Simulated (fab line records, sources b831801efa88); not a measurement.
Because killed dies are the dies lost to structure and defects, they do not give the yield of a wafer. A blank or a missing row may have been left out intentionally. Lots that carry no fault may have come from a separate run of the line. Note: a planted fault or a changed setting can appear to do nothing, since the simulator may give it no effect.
What tool caused it? || flow gf180mcu || 14 lots, 42 wafers sampled, at 2 steps of a route of 602

== WHAT THE GAUGES READ, wafer by wafer ==
GF_V2_THK_MEAS_03.
{"lot": "L686", "measured": "day 20 02:15", "on": "filmMetro-02", "V2_CVD_02_THK (nm)": "848 837 841"}
{"lot": "L687", "measured": "day 20 09:15", "on": "filmMetro-04", "V2_CVD_02_THK (nm)": "844 843 850"}
{"lot": "L688", "measured": "day 20 17:11", "on": "filmMetro-02", "V2_CVD_02_THK (nm)": "846 852 837"}
{"lot": "L689", "measured": "day 21 01:27", "on": "filmMetro-01", "V2_CVD_02_THK (nm)": "844 857 876"}
{"lot": "L691", "measured": "day 21 17:38", "on": "filmMetro-02", "V2_CVD_02_THK (nm)": "840 842 854"}
{"lot": "L692", "measured": "day 22 08:15", "on": "filmMetro-01", "V2_CVD_02_THK (nm)": "844 849 858"}
{"lot": "L698", "measured": "day 24 08:49", "on": "filmMetro-01", "V2_CVD_02_THK (nm)": "855 863 863"}
{"lot": "L699", "measured": "day 24 14:34", "on": "filmMetro-02", "V2_CVD_02_THK (nm)": "844 853 838"}
{"lot": "L703", "measured": "day 25 20:52", "on": "filmMetro-02", "V2_CVD_02_THK (nm)": "836 838 856"}
{"lot": "L704", "measured": "day 26 04:56", "on": "filmMetro-01", "V2_CVD_02_THK (nm)": "848 837 858"}
{"lot": "L705", "measured": "day 26 10:13", "on": "filmMetro-02", "V2_CVD_02_THK (nm)": "840 831 849"}
{"lot": "L706", "measured": "day 27 00:20", "on": "filmMetro-02", "V2_CVD_02_THK (nm)": "847 849 855"}
{"lot": "L707", "measured": "day 27 03:06", "on": "filmMetro-02", "V2_CVD_02_THK (nm)": "838 854 851"}
{"lot": "L709", "measured": "day 27 14:38", "on": "filmMetro-04", "V2_CVD_02_THK (nm)": "836 837 850"}

GF_V2_CD_MEAS_14: the cd target is 260 nm.
{"lot": "L686", "measured": "day 21 02:52", "on": "cdSem-01", "cdNm (nm)": "260.9 259.2 260.5"}
{"lot": "L687", "measured": "day 21 10:22", "on": "cdSem-01", "cdNm (nm)": "259.1 259.5 259.1"}
{"lot": "L688", "measured": "day 21 18:19", "on": "cdSem-02", "cdNm (nm)": "257.8 259.5 259.2"}
{"lot": "L689", "measured": "day 22 02:01", "on": "cdSem-01", "cdNm (nm)": "260.9 259.5 260.3"}
{"lot": "L691", "measured": "day 22 17:56", "on": "cdSem-02", "cdNm (nm)": "260.0 260.6 260.7"}
{"lot": "L692", "measured": "day 23 07:49", "on": "cdSem-01", "cdNm (nm)": "258.4 258.6 258.8"}
{"lot": "L698", "measured": "day 25 06:22", "on": "cdSem-02", "cdNm (nm)": "259.5 259.8 259.0"}
{"lot": "L699", "measured": "day 25 13:38", "on": "cdSem-01", "cdNm (nm)": "261.3 260.6 261.4"}
{"lot": "L703", "measured": "day 26 18:35", "on": "cdSem-01", "cdNm (nm)": "260.5 260.0 260.6"}
{"lot": "L704", "measured": "day 27 02:46", "on": "cdSem-01", "cdNm (nm)": "260.4 260.6 259.9"}
{"lot": "L705", "measured": "day 27 07:44", "on": "cdSem-02", "cdNm (nm)": "260.0 259.4 258.9"}
{"lot": "L706", "measured": "day 27 20:44", "on": "cdSem-02", "cdNm (nm)": "259.0 258.8 259.5"}
{"lot": "L707", "measured": "day 28 00:17", "on": "cdSem-02", "cdNm (nm)": "259.3 259.8 260.5"}
{"lot": "L709", "measured": "day 28 10:33", "on": "cdSem-02", "cdNm (nm)": "261.0 260.8 260.6"}

== EACH LOT AND THE TOOL THAT RAN IT (in order: tool; ch and the chambers of the sampled wafers; start) ==
No process step before these readings appears in the record.

== AS READ BY THE TOOLS THEMSELVES (means over the sampled wafers that have a number; for cases with no such wafer, the mark the record gives instead) ==
The record holds no such reading with a usual standard deviation.

== THE ANSWER, worked out from the rows above alone ==
Rule: the usual values come from the lots themselves. Put in order of their means at a reading, lots are off if they are a third of the lots or fewer, leave a main group of 4 or more, and stand apart from it by a gap of 3 or more times the standard deviation of the main group's means; of several such gaps the widest counts. The tables above print the reading to a certain number of digits; a main group whose means all agree to those digits is not used. A lot without any number at a reading at which 4 lots or more have one is off too. All remaining lots with rows at the step are treated as sound. The gauges are gone through in route order, then the tools' own readings, and for those a lot's mean is taken as printed above. The first step at which some lot is off is used, and at that step the reading that is off furthest; a lot without a number counts as furthest.
None of the lots is off at any reading shown; this tells nothing.

== WHAT THE SIMULATOR PUT IN ==
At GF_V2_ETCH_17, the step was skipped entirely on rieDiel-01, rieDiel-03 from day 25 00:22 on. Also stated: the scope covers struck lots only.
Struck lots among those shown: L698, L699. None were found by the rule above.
